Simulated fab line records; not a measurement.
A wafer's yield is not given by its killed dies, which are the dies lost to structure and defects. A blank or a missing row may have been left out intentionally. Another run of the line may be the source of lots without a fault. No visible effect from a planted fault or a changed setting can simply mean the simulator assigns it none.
Commonality check across tools    flow sky130    Sampled: 12 lots, 36 wafers

== WHAT PROMPTED THE OPENING ==
Of 12 lots, 1 have the reading LDD_LDN_TW flagged at SKY_LDD_LDN_TW_MEAS_13. No-fault wafers: 1483, standard deviation 12.
Rule: a lot is flagged when every wafer of it that has a number lies more than 4 standard deviations from that mean, or none has a number. All remaining lots are regarded as sound.

lot   measured      on            LDD_LDN_TW, wafer by wafer  flag
L623  day 23 05:16  filmMetro-03  1489 1490 1490              
L624  day 23 09:11  filmMetro-03  1481 1489 1477              
L626  day 24 06:59  filmMetro-03  1477 1479 1486              
L627  day 24 15:25  filmMetro-04  1492 1484 1489              
L628  day 25 01:41  filmMetro-04  30 30 30                    FLAGGED
L629  day 25 05:39  filmMetro-04  1492 1496 1485              
L630  day 25 06:32  filmMetro-03  1475 1484 1476              
L639  day 28 16:32  filmMetro-04  1501 1497 1492              
L640  day 29 11:05  filmMetro-01  1467 1472 1463              
L641  day 29 11:46  filmMetro-01  1467 1467 1464              
L643  day 29 17:41  filmMetro-03  1488 1482 1486              
L644  day 30 05:05  filmMetro-04  1491 1495 1498              
The numbers of the flagged lots are 30 on average: -1453 against the usual, or -99 or more standard deviations.

== EACH LOT AND THE TOOL IT RAN ON ==
The record holds 1 process step before the reading, out of a route of 708 steps. In each cell: the tool, then ch and the chambers that the sampled wafers went through, then the start.
lot   flag     SKY_LDD_LDN_EXPOSE_04
L623           ilineStepper-01 ch 0, day 22 12:49
L624           ilineStepper-01 ch 0, day 22 17:00
L626           ilineStepper-02 ch 0, day 23 15:14
L627           ilineStepper-01 ch 0, day 23 23:33
L628  FLAGGED  ilineStepper-01 ch 0, day 24 11:18
L629           ilineStepper-02 ch 0, day 24 15:23
L630           ilineStepper-01 ch 0, day 24 15:43
L639           ilineStepper-01 ch 0, day 28 02:25
L640           ilineStepper-01 ch 0, day 28 20:18
L641           ilineStepper-01 ch 0, day 28 20:46
L643           ilineStepper-02 ch 0, day 29 02:38
L644           ilineStepper-02 ch 0, day 29 14:36
These steps, and what they do:
- SKY_LDD_LDN_EXPOSE_04: exposes mask LDNTM, target cd 700 nm.
- SKY_LDD_LDN_TW_MEAS_13

== FLAGGED AGAINST TOTAL, ONE TOOL AT A TIME (gauges that did the reading follow at the end) ==
step                    tool             lots run  flagged  share of the flagged lots  sound lots run after its first flagged lot
SKY_LDD_LDN_EXPOSE_04   ilineStepper-01  8         1        all                        4 (L630,L639,L640,L641)
SKY_LDD_LDN_EXPOSE_04   ilineStepper-02  4         0        none                       -
SKY_LDD_LDN_TW_MEAS_13  filmMetro-01     2         0        none                       -
SKY_LDD_LDN_TW_MEAS_13  filmMetro-03     5         0        none                       -
SKY_LDD_LDN_TW_MEAS_13  filmMetro-04     5         1        all                        3 (L629,L639,L644)

== WHAT IS ALLOWED BY THE TABLE ==
Every flagged lot went through 2 rows of the table: ilineStepper-01 at SKY_LDD_LDN_EXPOSE_04 and filmMetro-04 at SKY_LDD_LDN_TW_MEAS_13.
- ilineStepper-01 at SKY_LDD_LDN_EXPOSE_04 ran 8 lots, 1 of them flagged. After the first flagged lot (L630, L639, L640, L641), sound lots still ran on it; a lasting fault on the whole tool would not permit that.
- filmMetro-04 at SKY_LDD_LDN_TW_MEAS_13 ran 5 lots, 1 of them flagged. After the first flagged lot (L629, L639, L644), sound lots still ran on it; a lasting fault on the whole tool would not permit that.
None of the table's rows ran every flagged lot and, after the first, no sound lot.

== WHAT THE SIMULATOR HAD PUT IN ==
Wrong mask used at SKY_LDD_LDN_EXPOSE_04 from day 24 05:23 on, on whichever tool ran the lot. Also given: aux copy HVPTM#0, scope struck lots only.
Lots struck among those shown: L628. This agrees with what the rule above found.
